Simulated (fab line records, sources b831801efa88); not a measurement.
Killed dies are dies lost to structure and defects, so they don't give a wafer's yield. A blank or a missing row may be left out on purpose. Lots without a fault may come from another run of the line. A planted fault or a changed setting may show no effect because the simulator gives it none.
Which tool did it? | flow gf180mcu | 12 lots, 36 wafers sampled, at 2 steps of a route of 602

WHAT THE GAUGES READ, wafer by wafer
GF_M4_THK_MEAS_06: measures by xrf. Usual: M4_ALCU_THK 458 nm, standard deviation 6.3.
lot  | measured     | on            | M4_ALCU_THK (nm) | flag
L919 | day 23 03:28 | film_metro-02 | 460 456 453      |
L922 | day 23 15:47 | film_metro-03 | 454 449 450      |
L923 | day 23 20:21 | film_metro-02 | 462 458 453      |
L924 | day 24 17:38 | film_metro-03 | 458 456 447      |
L925 | day 25 04:16 | film_metro-02 | 459 466 460      |
L927 | day 25 07:10 | film_metro-04 | 457 463 463      |
L929 | day 26 11:26 | film_metro-04 | 462 467 467      |
L938 | day 28 22:28 | film_metro-03 | 465 467 462      |
L939 | day 29 05:09 | film_metro-02 | 450 449 455      |
L940 | day 29 09:34 | film_metro-03 | 453 444 456      |
L941 | day 29 14:03 | film_metro-03 | 453 453 456      |
L942 | day 29 20:14 | film_metro-04 | 459 462 462      |

WHICH TOOL RAN EACH LOT (tool, then ch and the chambers of the sampled wafers, then the start)
lot  | GF_M4_SPUTTER_02
L919 | pvd_sputter-03, day 23 03:14
L922 | pvd_sputter-03, day 23 15:34
L923 | pvd_sputter-02, day 23 20:08
L924 | pvd_sputter-03, day 24 17:24
L925 | pvd_sputter-02, day 25 04:02
L927 | pvd_sputter-02, day 25 06:57
L929 | pvd_sputter-03, day 26 11:14
L938 | pvd_sputter-02, day 28 22:14
L939 | pvd_sputter-03, day 29 04:56
L940 | pvd_sputter-03, day 29 09:21
L941 | pvd_sputter-03, day 29 13:50
L942 | pvd_sputter-01, day 29 20:02
- GF_M4_SPUTTER_02: material AlCu, target thk 450 nm, time 23.9 s.

WHAT THE TOOLS THEMSELVES READ (means of the sampled wafers that have a number; where no wafer has one, the mark that the record gives instead)
GF_M4_SPUTTER_02. Usual: throttle_valve_pct 30.0 %, standard deviation 0.81.
lot  | tool           | throttle_valve_pct (%) | flag
L919 | pvd_sputter-03 | 29.9                   |
L922 | pvd_sputter-03 | 30.2                   |
L923 | pvd_sputter-02 | 29.5                   |
L924 | pvd_sputter-03 | 29.2                   |
L925 | pvd_sputter-02 | 30.1                   |
L927 | pvd_sputter-02 | 29.9                   |
L929 | pvd_sputter-03 | 29.7                   |
L938 | pvd_sputter-02 | 29.2                   |
L939 | pvd_sputter-03 | 30.0                   |
L940 | pvd_sputter-03 | 29.8                   |
L941 | pvd_sputter-03 | 29.5                   |
L942 | pvd_sputter-01 | 30.7                   |

THE ANSWER, worked out from the rows above alone
Rule: a lot is off if the mean of its wafers that have a number lies more than 3 standard deviations from the usual mean. A lot without any number at a reading at which 4 lots or more have one is off too. The other lots that the step has rows for count as sound. The gauges are gone through in route order, then the tools' own readings, and for those a lot's mean is taken as printed above. The first step at which some lot is off is used, and at that step the reading that is off furthest; a lot without a number counts as furthest.
No lot is off at any reading shown: from this, nothing can be told.

WHAT THE SIMULATOR HAD PUT IN
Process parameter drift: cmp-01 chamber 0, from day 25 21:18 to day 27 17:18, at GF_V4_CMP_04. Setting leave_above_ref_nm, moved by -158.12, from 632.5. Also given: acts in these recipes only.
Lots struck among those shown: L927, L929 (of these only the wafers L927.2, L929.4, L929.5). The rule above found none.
